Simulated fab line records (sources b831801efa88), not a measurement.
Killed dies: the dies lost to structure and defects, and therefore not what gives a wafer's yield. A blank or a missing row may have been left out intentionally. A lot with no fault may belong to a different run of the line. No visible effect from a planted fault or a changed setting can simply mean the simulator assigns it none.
fab line records	flow sky130
[record] lots = 24	wafers = 72	last_day = 50
route steps=708 shown FIELD_ISO@16 PWDE@55 CONTACT@421 METAL1@434 PAD_OPEN@707
lots untouched by any fault: they come from a run of this same line in which no faults occurred
start_h: hours from the record's first day to the start of the lot's first wafer shown	wait_h: how many hours have passed since the lot's step before this one	" same as the row above	L1.1+2: a row that stands for several wafers	- no value, or no start was given	* or withheld: withheld	< > ~ a bound
route shown NAME@n: a module of which the file shows steps, and the number in the route of the first	usual: mean/standard deviation of fault-free wafers	same: alike in all rows	chamber/n: place in a boat	sites: the reading at each site	_std_site: standard deviation of those values	_edge_site: inner sites' mean taken away from outer sites' mean	radius_mm: for every site, how far away it sits from the centre of the wafer	mask NAME#n: copy n	behind: the tool/chamber that last shaped the wafer	hold: cause of the lot's hold/its duration in hours/its outcome	device: which transistor (n, p or np) failed to switch	end of line: at the end of the route, the tests of the same wafers	for a step that has no rows: nothing shown but its recipe	killed: dies that structure and defects cost at the first sort, which is not the same as the wafer's yield	map: a wafer's dies, x killed, . not, _ none there
set.NAME: the setting that was run; set.NAME@STEP: the one run at that earlier step	model.NAME: the simulator's own value behind a step, which no gauge read
steps of the route over a sample of lots; a table a step, a row a wafer
services: from which hour (start_h, from the record's first day; less than 0 if before it) a tool's chamber was out of use, for how many hours, and why
[[steps]]
[step SKY_FIELD_ISO_ETCH_15]
[recipe] chemistry = CHF3/O2	target_depth_nm = 180	stop_on = Si	source_w = 600	bias_w = 200	pressure_mtorr = 40	chf3_flow_sccm = 50	O2_flow_sccm = 5	time_s = 72
[usual] drypump_motor_current_A = 5.5/0.37	oes_product_au = 0.948/0.0067	throttle_valve_pct = 8.845/0.0091
lot.wafer	tool	chamber	start_h	wait_h	drypump_motor_current_A	oes_product_au	rf_hours_counter_h	throttle_valve_pct
L074.2	rie_diel-03	0	30.05	0.0	5.3	0.956	84	8.842
L074.3	"	1	"	"	5.1	0.950	121	8.836
L074.6	"	1	"	"	5.1	0.942	-	8.840
L075.1	rie_diel-01	0	33.75	0.0	4.8	0.953	49	8.859
L075.3	"	3	"	"	5.4	0.947	51	8.857
L075.4	"	1	"	"	6.2	0.949	45	8.842
L076.2	rie_diel-02	3	39.45	0.0	5.5	0.957	38	8.863
L076.3	"	1	"	"	5.9	0.946	4	8.838
L076.6	"	1	"	"	6.0	0.960	-	8.838
L077.3	rie_diel-02	1	44.45	0.0	5.9	0.961	4	8.859
L077.4	"	2	"	"	5.5	0.957	101	8.845
L077.6	"	2	"	"	5.5	0.966	-	8.848
L078.1	rie_diel-01	2	50.30	0.0	5.8	0.949	172	8.858
L078.4	"	1	"	"	6.2	0.952	45	8.852
L078.5	"	1	"	"	6.2	0.958	-	8.841
L079.1	rie_diel-02	0	57.20	0.0	5.8	0.949	7	8.851
L079.2	"	2	"	"	5.4	0.940	102	8.849
L079.4	"	1	"	"	6.0	0.939	4	8.848
L080.1	rie_diel-02	0	60.55	0.0	5.8	0.949	7	8.838
L080.4	"	1	"	"	5.9	0.951	4	8.857
L080.5	"	3	"	"	5.5	0.951	-	8.845
L081.1	rie_diel-02	0	65.40	0.0	5.8	0.951	7	8.835
L081.4	"	3	"	"	5.5	0.950	39	8.844
L081.5	"	2	"	"	5.5	0.940	-	8.840
L082.2	rie_diel-01	1	70.55	0.0	6.1	0.943	46	8.855
L082.4	"	1	"	"	6.1	0.944	-	8.836
L082.6	"	3	"	"	5.4	0.940	-	8.830
L083.2	rie_diel-03	1	76.45	0.0	5.1	0.951	121	8.855
L083.4	"	3	"	"	5.1	0.958	144	8.838
L083.5	"	3	"	"	5.1	0.946	-	8.831
L084.3	rie_diel-03	1	80.90	0.0	5.1	0.947	122	8.839
L084.4	"	0	"	"	5.3	0.952	84	8.877
L084.5	"	2	"	"	5.8	0.948	-	8.843
L085.1	rie_diel-03	2	87.85	0.0	5.8	0.945	113	8.843
L085.2	"	3	"	"	5.1	0.941	144	8.851
L085.6	"	0	"	"	5.3	0.940	-	8.847
L086.1	rie_diel-03	0	91.70	0.0	5.3	0.949	84	8.842
L086.2	"	1	"	"	5.1	0.948	122	8.832
L086.6	"	3	"	"	5.1	0.958	-	8.854
L087.1	rie_diel-03	0	98.85	0.0	5.3	0.958	84	8.849
L087.2	"	1	"	"	5.1	0.950	122	8.853
L087.6	"	0	"	"	5.3	0.957	-	8.848
L088.1	rie_diel-01	1	103.85	0.0	6.1	0.954	46	8.847
L088.3	"	0	"	"	4.9	0.949	50	8.821
L088.6	"	1	"	"	6.1	0.940	-	8.853
L089.3	rie_diel-03	0	106.45	0.0	5.3	0.953	85	8.848
L089.4	"	1	"	"	5.1	0.949	122	8.830
L089.6	"	2	"	"	5.8	0.942	-	8.849
L090.2	rie_diel-01	0	113.15	0.0	4.8	0.946	50	8.837
L090.3	"	1	"	"	6.1	0.940	47	8.846
L090.6	"	0	"	"	4.8	0.952	-	8.836
L091.1	rie_diel-02	1	116.95	0.0	6.0	0.950	6	8.856
L091.2	"	3	"	"	5.5	0.948	41	8.828
L091.4	"	0	"	"	5.8	0.942	8	8.838
L092.1	rie_diel-03	0	122.20	0.0	5.3	0.943	85	8.843
L092.3	"	3	"	"	5.1	0.938	145	8.836
L092.5	"	3	"	"	5.1	0.947	-	8.835
L093.2	rie_diel-03	3	128.45	0.0	5.1	0.942	145	8.840
L093.3	"	2	"	"	5.8	0.953	113	8.849
L093.5	"	3	"	"	5.1	0.948	-	8.834
L094.1	rie_diel-02	3	137.00	0.0	5.5	0.959	41	8.851
L094.2	"	2	"	"	5.4	0.948	104	8.837
L094.6	"	1	"	"	6.0	0.945	-	8.848
L095.2	rie_diel-03	0	139.40	0.0	5.3	0.944	85	8.851
L095.3	"	2	"	"	5.8	0.948	114	8.837
L095.6	"	3	"	"	5.1	0.946	-	8.841
L096.2	rie_diel-03	0	144.40	0.0	5.3	0.943	85	8.832
L096.4	"	2	"	"	5.8	0.947	114	8.871
L096.5	"	2	"	"	5.8	0.944	-	8.844
L097.2	rie_diel-03	0	151.05	0.0	5.3	0.939	86	8.858
L097.3	"	1	"	"	5.1	0.947	123	8.848
L097.4	"	2	"	"	5.9	0.937	114	8.853
[step SKY_PWDE_TW_MEAS_10]
[usual] PWDE_TW = 374/5.2
lot.wafer	tool	chamber	start_h	wait_h	PWDE_TW
L074.2	film_metro-04	-	67.73	0.1	369
L074.3	"	-	"	"	371
L074.6	"	-	"	"	370
L075.1	film_metro-04	-	72.22	0.1	366
L075.3	"	-	"	"	369
L075.4	"	-	"	"	368
L076.2	film_metro-02	-	77.83	0.1	370
L076.3	"	-	"	"	369
L076.6	"	-	"	"	368
L077.3	film_metro-02	-	83.59	0.1	371
L077.4	"	-	"	"	368
L077.6	"	-	"	"	369
L078.1	film_metro-03	-	92.02	0.1	380
L078.4	"	-	"	"	378
L078.5	"	-	"	"	381
L079.1	film_metro-03	-	102.27	0.1	381
L079.2	"	-	"	"	380
L079.4	"	-	"	"	380
L080.1	film_metro-02	-	106.87	0.1	372
L080.4	"	-	"	"	373
L080.5	"	-	"	"	373
L081.1	film_metro-02	-	115.47	0.1	373
L081.4	"	-	"	"	373
L081.5	"	-	"	"	371
L082.2	film_metro-04	-	117.43	0.1	373
L082.4	"	-	"	"	369
L082.6	"	-	"	"	371
L083.2	film_metro-03	-	125.08	0.1	379
L083.4	"	-	"	"	378
L083.5	"	-	"	"	378
L084.3	film_metro-03	-	127.39	0.1	379
L084.4	"	-	"	"	378
L084.5	"	-	"	"	380
L085.1	film_metro-04	-	134.87	0.1	372
L085.2	"	-	"	"	369
L085.6	"	-	"	"	370
L086.1	film_metro-03	-	140.47	0.1	381
L086.2	"	-	"	"	381
L086.6	"	-	"	"	381
L087.1	film_metro-03	-	141.47	0.1	383
L087.2	"	-	"	"	380
L087.6	"	-	"	"	381
L088.1	film_metro-02	-	148.52	0.1	372
L088.3	"	-	"	"	372
L088.6	"	-	"	"	371
L089.3	film_metro-04	-	151.89	0.1	372
L089.4	"	-	"	"	369
L089.6	"	-	"	"	369
L090.2	film_metro-04	-	158.23	0.1	372
L090.3	"	-	"	"	369
L090.6	"	-	"	"	370
L091.1	film_metro-03	-	162.77	0.1	380
L091.2	"	-	"	"	382
L091.4	"	-	"	"	380
L092.1	film_metro-04	-	169.82	0.1	367
L092.3	"	-	"	"	366
L092.5	"	-	"	"	367
L093.2	film_metro-02	-	175.68	0.1	373
L093.3	"	-	"	"	373
L093.5	"	-	"	"	372
L094.1	film_metro-04	-	184.37	0.1	369
L094.2	"	-	"	"	367
L094.6	"	-	"	"	371
L095.2	film_metro-03	-	186.03	0.1	380
L095.3	"	-	"	"	381
L095.6	"	-	"	"	380
L096.2	film_metro-02	-	190.63	0.1	372
L096.4	"	-	"	"	370
L096.5	"	-	"	"	371
L097.2	film_metro-04	-	199.48	0.1	368
L097.3	"	-	"	"	369
L097.4	"	-	"	"	369
[step SKY_CONTACT_OVL_MEAS_15]
[usual] CONTACT_OVL = -1/5.6
lot.wafer	tool	chamber	start_h	wait_h	CONTACT_OVL[nm]
L074.2	overlay-01	-	730.46	0.1	7
L074.3	"	-	"	"	6
L074.6	"	-	"	"	7
L075.1	overlay-01	-	737.60	0.1	2
L075.3	"	-	"	"	-4
L075.4	"	-	"	"	6
L076.2	overlay-02	-	738.21	0.1	-3
L076.3	"	-	"	"	-4
L076.6	"	-	"	"	-5
L077.3	overlay-01	-	758.66	0.1	1
L077.4	"	-	"	"	3
L077.6	"	-	"	"	-1
L078.1	overlay-01	-	760.45	0.1	-3
L078.4	"	-	"	"	-5
L078.5	"	-	"	"	-8
L079.1	overlay-01	-	782.70	0.1	3
L079.2	"	-	"	"	4
L079.4	"	-	"	"	-1
L080.1	overlay-02	-	784.65	0.1	-5
L080.4	"	-	"	"	-3
L080.5	"	-	"	"	-4
L082.2	overlay-01	-	813.96	0.1	-6
L082.4	"	-	"	"	-2
L082.6	"	-	"	"	-6
L081.1	overlay-01	-	816.20	0.1	-2
L081.4	"	-	"	"	5
L081.5	"	-	"	"	-2
L084.3	overlay-01	-	816.72	0.1	7
L084.4	"	-	"	"	2
L084.5	"	-	"	"	0
L083.2	overlay-02	-	817.71	0.1	7
L083.4	"	-	"	"	3
L083.5	"	-	"	"	5
L085.1	overlay-01	-	823.00	0.1	-10
L085.2	"	-	"	"	-5
L085.6	"	-	"	"	-2
L086.1	overlay-01	-	830.45	0.1	2
L086.2	"	-	"	"	-10
L086.6	"	-	"	"	7
L087.1	overlay-01	-	834.10	0.1	9
L087.2	"	-	"	"	5
L087.6	"	-	"	"	3
L088.1	overlay-01	-	839.95	0.1	-8
L088.3	"	-	"	"	-11
L088.6	"	-	"	"	5
L089.3	overlay-01	-	846.12	0.1	-1
L089.4	"	-	"	"	3
L089.6	"	-	"	"	0
L090.2	overlay-01	-	846.81	0.1	-3
L090.3	"	-	"	"	-4
L090.6	"	-	"	"	-7
L091.1	overlay-01	-	864.05	0.1	-5
L091.2	"	-	"	"	-10
L091.4	"	-	"	"	-4
L092.1	overlay-02	-	865.30	0.1	-10
L092.3	"	-	"	"	-7
L092.5	"	-	"	"	4
L093.2	overlay-02	-	874.76	0.1	-4
L093.3	"	-	"	"	3
L093.5	"	-	"	"	-1
L094.1	overlay-01	-	886.25	0.1	-8
L094.2	"	-	"	"	-10
L094.6	"	-	"	"	-9
L095.2	overlay-01	-	887.96	0.1	1
L095.3	"	-	"	"	-5
L095.6	"	-	"	"	-4
L096.2	overlay-01	-	891.31	0.1	6
L096.4	"	-	"	"	2
L096.5	"	-	"	"	8
L097.2	overlay-01	-	903.36	0.1	1
L097.3	"	-	"	"	6
L097.4	"	-	"	"	0
[step SKY_METAL1_SPUTTER_00]
[recipe] material = Ti	target_thk_nm = 15	power_w = 3000	time_s = 10	chamber_pressure_pa = 0.4
[usual] throttle_valve_pct = 29.9/1.5
lot.wafer	tool	chamber	start_h	wait_h	throttle_valve_pct
L074.2	pvd_sputter-03	-	732.21	0.2	31.1
L074.3	"	-	"	"	28.0
L074.6	"	-	"	"	27.8
L075.1	pvd_sputter-02	-	739.05	0.2	31.4
L075.3	"	-	"	"	30.5
L075.4	"	-	"	"	30.4
L076.2	pvd_sputter-03	-	739.64	0.2	28.2
L076.3	"	-	"	"	31.2
L076.6	"	-	"	"	30.5
L077.3	pvd_sputter-01	-	760.16	0.1	28.8
L077.4	"	-	"	"	27.4
L077.6	"	-	"	"	27.4
L078.1	pvd_sputter-02	-	761.91	0.1	30.4
L078.4	"	-	"	"	30.5
L078.5	"	-	"	"	30.1
L079.1	pvd_sputter-03	-	784.32	0.2	31.2
L079.2	"	-	"	"	31.7
L079.4	"	-	"	"	30.5
L080.1	pvd_sputter-01	-	786.08	0.2	27.8
L080.4	"	-	"	"	28.6
L080.5	"	-	"	"	29.2
L082.2	pvd_sputter-01	-	815.38	0.1	32.1
L082.4	"	-	"	"	29.5
L082.6	"	-	"	"	29.4
L081.1	pvd_sputter-01	-	817.61	0.1	32.0
L081.4	"	-	"	"	28.8
L081.5	"	-	"	"	29.2
L084.3	pvd_sputter-01	-	818.12	0.1	32.1
L084.4	"	-	"	"	27.5
L084.5	"	-	"	"	32.2
L083.2	pvd_sputter-02	-	819.15	0.1	30.6
L083.4	"	-	"	"	30.3
L083.5	"	-	"	"	30.7
L085.1	pvd_sputter-02	-	824.42	0.2	30.6
L085.2	"	-	"	"	30.2
L085.6	"	-	"	"	30.7
L086.1	pvd_sputter-03	-	831.86	0.2	31.7
L086.2	"	-	"	"	31.2
L086.6	"	-	"	"	30.5
L087.1	pvd_sputter-01	-	835.55	0.1	27.5
L087.2	"	-	"	"	32.1
L087.6	"	-	"	"	32.0
L088.1	pvd_sputter-01	-	841.46	0.2	28.7
L088.3	"	-	"	"	29.4
L088.6	"	-	"	"	28.6
L089.3	pvd_sputter-02	-	847.51	0.2	31.8
L089.4	"	-	"	"	30.4
L089.6	"	-	"	"	30.2
L090.2	pvd_sputter-01	-	848.21	0.1	32.4
L090.3	"	-	"	"	29.4
L090.6	"	-	"	"	27.5
L091.1	pvd_sputter-02	-	865.46	0.2	31.7
L091.2	"	-	"	"	30.4
L091.4	"	-	"	"	30.6
L092.1	pvd_sputter-01	-	866.71	0.1	29.0
L092.3	"	-	"	"	29.7
L092.5	"	-	"	"	32.2
L093.2	pvd_sputter-01	-	876.40	0.2	32.2
L093.3	"	-	"	"	27.5
L093.5	"	-	"	"	28.9
L094.1	pvd_sputter-01	-	887.72	0.1	27.8
L094.2	"	-	"	"	32.2
L094.6	"	-	"	"	28.5
L095.2	pvd_sputter-03	-	889.84	0.1	31.2
L095.3	"	-	"	"	30.5
L095.6	"	-	"	"	28.2
L096.2	pvd_sputter-01	-	892.73	0.2	27.8
L096.4	"	-	"	"	32.3
L096.5	"	-	"	"	29.4
L097.2	pvd_sputter-01	-	904.88	0.2	27.8
L097.3	"	-	"	"	28.7
L097.4	"	-	"	"	29.2
[step SKY_METAL1_THK_MEAS_06]
[recipe] thk_meas_gauge = xrf	reads = AlCu_of_METAL1_SPUTTER_02
[usual] METAL1_ALCU_THK = 249/3.3
lot.wafer	tool	chamber	start_h	wait_h	METAL1_ALCU_THK[nm]
L074.2	film_metro-02	-	732.49	0.1	249
L074.3	"	-	"	"	252
L074.6	"	-	"	"	254
L075.1	film_metro-04	-	739.31	0.1	250
L075.3	"	-	"	"	253
L075.4	"	-	"	"	249
L076.2	film_metro-03	-	739.91	0.1	251
L076.3	"	-	"	"	250
L076.6	"	-	"	"	240
L077.3	film_metro-02	-	760.44	0.1	242
L077.4	"	-	"	"	250
L077.6	"	-	"	"	249
L078.1	film_metro-03	-	762.17	0.1	247
L078.4	"	-	"	"	252
L078.5	"	-	"	"	252
L079.1	film_metro-04	-	784.58	0.1	253
L079.2	"	-	"	"	250
L079.4	"	-	"	"	244
L080.1	film_metro-03	-	786.34	0.1	247
L080.4	"	-	"	"	245
L080.5	"	-	"	"	246
L082.2	film_metro-04	-	815.65	0.1	250
L082.4	"	-	"	"	249
L082.6	"	-	"	"	249
L081.1	film_metro-04	-	817.87	0.1	250
L081.4	"	-	"	"	247
L081.5	"	-	"	"	248
L084.3	film_metro-04	-	818.40	0.1	254
L084.4	"	-	"	"	254
L084.5	"	-	"	"	250
L083.2	film_metro-04	-	819.42	0.1	253
L083.4	"	-	"	"	248
L083.5	"	-	"	"	248
L085.1	film_metro-04	-	824.68	0.1	255
L085.2	"	-	"	"	252
L085.6	"	-	"	"	252
L086.1	film_metro-03	-	832.12	0.1	247
L086.2	"	-	"	"	252
L086.6	"	-	"	"	246
L087.1	film_metro-02	-	835.81	0.1	249
L087.2	"	-	"	"	246
L087.6	"	-	"	"	247
L088.1	film_metro-04	-	841.72	0.1	248
L088.3	"	-	"	"	249
L088.6	"	-	"	"	249
L089.3	film_metro-04	-	847.79	0.1	254
L089.4	"	-	"	"	250
L089.6	"	-	"	"	254
L090.2	film_metro-03	-	848.48	0.1	247
L090.3	"	-	"	"	246
L090.6	"	-	"	"	248
L091.1	film_metro-03	-	865.72	0.1	251
L091.2	"	-	"	"	246
L091.4	"	-	"	"	246
L092.1	film_metro-03	-	866.97	0.1	244
L092.3	"	-	"	"	249
L092.5	"	-	"	"	248
L093.2	film_metro-04	-	876.67	0.1	250
L093.3	"	-	"	"	249
L093.5	"	-	"	"	245
L094.1	film_metro-03	-	887.98	0.1	249
L094.2	"	-	"	"	251
L094.6	"	-	"	"	242
L095.2	film_metro-03	-	890.11	0.1	249
L095.3	"	-	"	"	248
L095.6	"	-	"	"	250
L096.2	film_metro-03	-	893.00	0.1	244
L096.4	"	-	"	"	243
L096.5	"	-	"	"	244
L097.2	film_metro-04	-	905.15	0.1	251
L097.3	"	-	"	"	245
L097.4	"	-	"	"	249
[step SKY_PAD_OPEN_BOW_MEAS_13]
[recipe] mode = bow
[usual] PAD_OPEN_BOW = 46/8.1
lot.wafer	tool	chamber	start_h	wait_h	PAD_OPEN_BOW[um]
L074.2	film_metro-01	-	1071.88	-	52
L074.3	"	-	"	"	50
L074.6	"	-	"	"	50
L075.1	film_metro-03	-	1076.23	-	44
L075.3	"	-	"	"	51
L075.4	"	-	"	"	27
L076.2	film_metro-03	-	1078.00	-	35
L076.3	"	-	"	"	57
L076.6	"	-	"	"	37
L077.3	film_metro-04	-	1091.58	-	35
L077.4	"	-	"	"	56
L077.6	"	-	"	"	47
L078.1	film_metro-01	-	1093.37	-	40
L078.4	"	-	"	"	38
L078.5	"	-	"	"	40
L079.1	film_metro-03	-	1108.79	-	43
L079.2	"	-	"	"	68
L079.4	"	-	"	"	50
L080.1	film_metro-03	-	1110.38	-	53
L080.4	"	-	"	"	55
L080.5	"	-	"	"	51
L082.2	film_metro-04	-	1134.72	-	49
L082.4	"	-	"	"	40
L082.6	"	-	"	"	46
L081.1	film_metro-01	-	1137.60	-	43
L081.4	"	-	"	"	56
L081.5	"	-	"	"	51
L084.3	film_metro-04	-	1138.36	-	38
L084.4	"	-	"	"	53
L084.5	"	-	"	"	39
L083.2	film_metro-03	-	1139.12	-	48
L083.4	"	-	"	"	52
L083.5	"	-	"	"	50
L085.1	film_metro-04	-	1142.94	-	43
L085.2	"	-	"	"	54
L085.6	"	-	"	"	49
L086.1	film_metro-03	-	1145.52	-	40
L086.2	"	-	"	"	47
L086.6	"	-	"	"	33
L087.1	film_metro-03	-	1148.96	-	40
L087.2	"	-	"	"	41
L087.6	"	-	"	"	45
L088.1	film_metro-01	-	1152.78	-	50
L088.3	"	-	"	"	44
L088.6	"	-	"	"	37
L089.3	film_metro-03	-	1159.49	-	65
L089.4	"	-	"	"	49
L089.6	"	-	"	"	64
L090.2	film_metro-03	-	1159.80	-	67
L090.3	"	-	"	"	45
L090.6	"	-	"	"	63
L091.1	film_metro-03	-	1168.42	-	40
L091.2	"	-	"	"	46
L091.4	"	-	"	"	47
L092.1	film_metro-03	-	1169.92	-	57
L092.3	"	-	"	"	59
L092.5	"	-	"	"	46
L093.2	film_metro-01	-	1177.75	-	43
L093.3	"	-	"	"	55
L093.5	"	-	"	"	40
L094.1	film_metro-01	-	1181.68	-	53
L094.2	"	-	"	"	42
L094.6	"	-	"	"	49
L095.2	film_metro-03	-	1185.16	-	54
L095.3	"	-	"	"	55
L095.6	"	-	"	"	54
L096.2	film_metro-03	-	1186.66	-	43
L096.4	"	-	"	"	29
L096.5	"	-	"	"	32
L097.2	film_metro-04	-	1195.51	-	45
L097.3	"	-	"	"	38
L097.4	"	-	"	"	39
[[services]]
tool	chamber	start_h	hours	kind
rie_diel-03	-	32.98	37.7	repair
pvd_sputter-01	-	35.37	0.8	repair
pvd_sputter-01	-	44.51	2.8	repair
rie_diel-03	3	44.86	2.0	repair
pvd_sputter-01	-	74.47	1.0	repair
pvd_sputter-01	-	147.84	0.6	repair
rie_diel-03	2	166.15	1.5	repair
pvd_sputter-01	-	225.59	1.0	repair
rie_diel-03	-	291.37	0.8	repair
rie_diel-03	2	293.66	15.8	repair
pvd_sputter-01	-	347.13	2.5	repair
rie_diel-03	2	447.70	8.0	repair
pvd_sputter-01	-	518.22	1.8	repair
rie_diel-03	0	549.48	17.1	repair
rie_diel-03	2	595.19	2.4	repair
rie_diel-03	-	622.77	0.5	repair
rie_diel-03	-	676.75	1.1	repair
rie_diel-03	-	708.49	0.6	repair
rie_diel-03	2	738.45	8.1	repair
pvd_sputter-01	-	750.50	2.2	repair
rie_diel-03	0	801.94	3.6	repair
rie_diel-03	-	805.20	2.8	pm
rie_diel-03	3	830.99	4.3	repair
rie_diel-03	0	833.33	12.1	repair
[[key]]
fault none
